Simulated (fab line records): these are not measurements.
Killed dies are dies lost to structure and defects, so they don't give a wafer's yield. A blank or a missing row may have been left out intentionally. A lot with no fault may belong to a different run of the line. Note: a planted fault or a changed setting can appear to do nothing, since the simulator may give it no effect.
Struck lot and sound lot, side by side    flow sfq-line    42 steps out of a route of 325
Sound: these wafers, L484.1, L484.2, L484.3. Struck: wafers L480.3, L480.6 (left out: L480.5, a lot-mate that was not struck); the cause follows at the end.
At each step with rows: each side's tool, then ch and its chambers, then its first start. Under that, the readings that differ: sound wafers    struck wafers    difference of the means    sigmas: that difference in standard deviations of wafers without a fault.
alike: readings with means less than 2 such deviations apart, plus words and numbers identical on both sides. not compared: withheld readings, readings lacking a value on some wafer, bounds such as >300 that could conceal the same value, and numbers that have no deviation in the record and whose values overlap.
A row with sigmas, a row that says differs or no value, or rows on one side alone: a step with any of these is where the two part. Non-overlapping numbers with no deviation appear without sigmas and do not part them. A reading that every wafer of one side lacks parts them only if that side has two wafers or more.

first, 6 steps without rows for these wafers: SFQ_TRILAYER_I3_VIA_LITHO_COAT_090 (resist thk 62 nm); SFQ_TRILAYER_I3_VIA_LITHO_COAT_085 (resist thk 650 nm); SFQ_TRILAYER_I3_VIA_LITHO_SOFTBAKE_089; SFQ_TRILAYER_I3_VIA_LITHO_EXPOSE_086 (exposes mask I3, target cd 500 nm); SFQ_TRILAYER_I3_VIA_LITHO_PEB_088 (peb time 60 s); SFQ_TRILAYER_I3_VIA_LITHO_DEVELOP_087 (time 60 s).
SFQ_I3_OVL_MEAS_923:
  sound on overlay-02 at day 56 00:47; struck on overlay-01 at day 50 08:28
reading      sound       struck  difference  sigmas
I3_OVL (nm)  -13 -15 -9  4 6     +17         +3
then, 2 steps without rows for these wafers: SFQ_TRILAYER_I3_VIA_BARC_OPEN_VIA_ETCH_121 (etches BARC in O2, target depth 125 nm, time 41.7 s); SFQ_TRILAYER_I3_VIA_ETCH_VIA_ETCH_088 (etches SiO2 in CHF3, stops on Nb, target depth 260 nm).
SFQ_TRILAYER_I3_VIA_STRIP_STRIP_089: strips in O2.
  sound on rie-metal-04 ch 0,1, day 56 00:58; struck on rie-metal-02 ch 0,1, day 50 08:50
  alike: drypump-motor-current-A, he-backside-leak-sccm, oes-product-au
  not compared: rf-hours-counter-h
then, 2 steps without rows for these wafers: SFQ_TRILAYER_I3_VIA_STRIP_SOLV_CLEAN_090 (cleans in NMP, time 600 s); SFQ_TRILAYER_M4_DEP_PRE_CLEAN_092 (time 22.5 s).
SFQ_TRILAYER_M4_DEP_SPUTTER_091: material Nb, target thk 200 nm, time 133.3 s.
  sound on pvd-sputter-04 at day 56 01:46; struck on pvd-sputter-05 at day 50 09:26
reading                                              sound            struck       difference  sigmas
model.Nb_of_TRILAYER_M4_DEP_SPUTTER_091.thk-nm (nm)  196.1 197.2 198  205.2 206.2  +8.6        
  alike: throttle-valve-pct
SFQ_M4_RS_MEAS_924: uses a four-point probe to measure.
  sound on film-metro-02 at day 56 01:52; struck on film-metro-02 at day 50 09:34
reading            sound              struck       difference  sigmas
M4_NB_RS (ohm/sq)  0.907 0.903 0.898  0.866 0.863  -0.038      -4
then, 6 steps without rows for these wafers: SFQ_TRILAYER_M4_LITHO_COAT_098 (resist thk 62 nm); SFQ_TRILAYER_M4_LITHO_COAT_093 (resist thk 600 nm); SFQ_TRILAYER_M4_LITHO_SOFTBAKE_097; SFQ_TRILAYER_M4_LITHO_EXPOSE_094 (exposes mask M4, target cd 500 nm); SFQ_TRILAYER_M4_LITHO_PEB_096 (peb time 60 s); SFQ_TRILAYER_M4_LITHO_DEVELOP_095 (time 60 s).
-- the record jumps here: 5 days lie between the struck wafers' starts before and after --
SFQ_M4_OVL_MEAS_926:
  sound on overlay-01 at day 56 09:18; struck on overlay-01 at day 55 20:20
  alike: M4_OVL
SFQ_TRILAYER_M4_BARC_OPEN_METAL_ETCH_123: etches BARC in O2, target depth 125 nm, time 41.7 s.
  sound on rie-metal-02 ch 0,1, day 56 09:20; struck on rie-metal-02 ch 0,1, day 55 20:23
  alike: drypump-motor-current-A, he-backside-leak-sccm, oes-product-au
  not compared: rf-hours-counter-h
SFQ_TRILAYER_M4_ETCH_METAL_ETCH_096: etches Nb in Cl2/Ar, stops on SiO2, target depth 240 nm, time 120 s.
  sound on rie-metal-02 ch 0,1, day 56 09:24; struck on rie-metal-02 ch 0,1, day 55 20:28
reading                         sound              struck       difference  sigmas
oes-product-au (a.u.)           0.887 0.890 0.882  0.908 0.905  +0.020      +3
model.etch.depth-nm (nm)        196.1 197.2 198    205.2 206.2  +8.6        
model.M4.feature-depth-nm (nm)  196.1 197.2 198    205.2 206.2  +8.6        
  alike: drypump-motor-current-A, he-backside-leak-sccm
  not compared: rf-hours-counter-h
SFQ_TRILAYER_M4_STRIP_STRIP_097: strips in O2.
  sound on rie-metal-02 ch 0,1, day 56 09:31; struck on rie-metal-02 ch 0,1, day 55 20:44
  alike: drypump-motor-current-A, he-backside-leak-sccm, oes-product-au
  not compared: rf-hours-counter-h
then, 3 steps without rows for these wafers: SFQ_TRILAYER_M4_STRIP_SOLV_CLEAN_098 (cleans in NMP, time 600 s); SFQ_TRILAYER_I4_DEP_PECVD_099 (deposits SiO2 from SiH4/N2O, time 111.11 s, target thk 500 nm); SFQ_TRILAYER_I4_CMP_CMP_100 (polishes SiO2).
SFQ_I4_BOW_MEAS_927:
  sound on film-metro-02 at day 56 23:57; struck on film-metro-02 at day 56 12:25
  alike: I4_BOW
SFQ_TRILAYER_I4_METRO_MEASURE_101:
  sound on film-metro-02 at day 57 00:04; struck on film-metro-02 at day 56 12:53
  alike: thk-nm
then, 6 steps without rows for these wafers: SFQ_TRILAYER_I4_VIA_LITHO_COAT_108 (resist thk 62 nm); SFQ_TRILAYER_I4_VIA_LITHO_COAT_103 (resist thk 650 nm); SFQ_TRILAYER_I4_VIA_LITHO_SOFTBAKE_107; SFQ_TRILAYER_I4_VIA_LITHO_EXPOSE_104 (exposes mask I4, target cd 700 nm); SFQ_TRILAYER_I4_VIA_LITHO_PEB_106 (peb time 60 s); SFQ_TRILAYER_I4_VIA_LITHO_DEVELOP_105 (time 60 s).
SFQ_I4_OVL_MEAS_928:
  sound on overlay-02 at day 58 05:23; struck on overlay-02 at day 56 21:14
  alike: I4_OVL
then, 2 steps without rows for these wafers: SFQ_TRILAYER_I4_VIA_BARC_OPEN_VIA_ETCH_146 (etches BARC in O2, target depth 125 nm, time 41.7 s); SFQ_TRILAYER_I4_VIA_ETCH_VIA_ETCH_106 (etches SiO2 in CHF3, stops on Nb, target depth 260 nm).
SFQ_TRILAYER_I4_VIA_STRIP_STRIP_107: strips in O2.
  sound on rie-metal-03 ch 0,1, day 58 05:34; struck on rie-metal-02 ch 0,1, day 56 21:37
  alike: drypump-motor-current-A, he-backside-leak-sccm, oes-product-au
  not compared: rf-hours-counter-h
then, 2 steps without rows for these wafers: SFQ_TRILAYER_I4_VIA_STRIP_SOLV_CLEAN_108 (cleans in NMP, time 600 s); SFQ_TRILAYER_JJ_TRILAYER_DEP_PRE_CLEAN_113 (time 22.5 s).
-- the record jumps here: 34 days lie between the struck wafers' starts before and after --
SFQ_M8_BOW_MEAS_951:
  sound on film-metro-04 at day 91 12:46; struck on film-metro-03 at day 90 18:39
reading                  sound                 struck         difference  sigmas
model.etest.m4.ohm-um    1.832 1.815 1.806     1.737 1.729    -0.085      
model.etest.i3.link-ohm  1.988 1.974 1.973     1.94 1.938     -0.04       
model.etest.m4.ohm-sq    0.9081 0.9029 0.8991  0.8677 0.8636  -0.0377     
model.etest.i4.link-ohm  2.177 2.178 2.163     2.15 2.152     -0.02       
  alike: M8_BOW

## WHERE THEY PART
First at SFQ_I3_OVL_MEAS_923; last, within this record, at SFQ_TRILAYER_M4_ETCH_METAL_ETCH_096. Later steps at which nothing parts them and some readings are alike: SFQ_TRILAYER_M4_STRIP_STRIP_097, SFQ_I4_BOW_MEAS_927, SFQ_TRILAYER_I4_METRO_MEASURE_101, SFQ_I4_OVL_MEAS_928, SFQ_TRILAYER_I4_VIA_STRIP_STRIP_107, SFQ_M8_BOW_MEAS_951.

WHY: whatever the simulator had introduced
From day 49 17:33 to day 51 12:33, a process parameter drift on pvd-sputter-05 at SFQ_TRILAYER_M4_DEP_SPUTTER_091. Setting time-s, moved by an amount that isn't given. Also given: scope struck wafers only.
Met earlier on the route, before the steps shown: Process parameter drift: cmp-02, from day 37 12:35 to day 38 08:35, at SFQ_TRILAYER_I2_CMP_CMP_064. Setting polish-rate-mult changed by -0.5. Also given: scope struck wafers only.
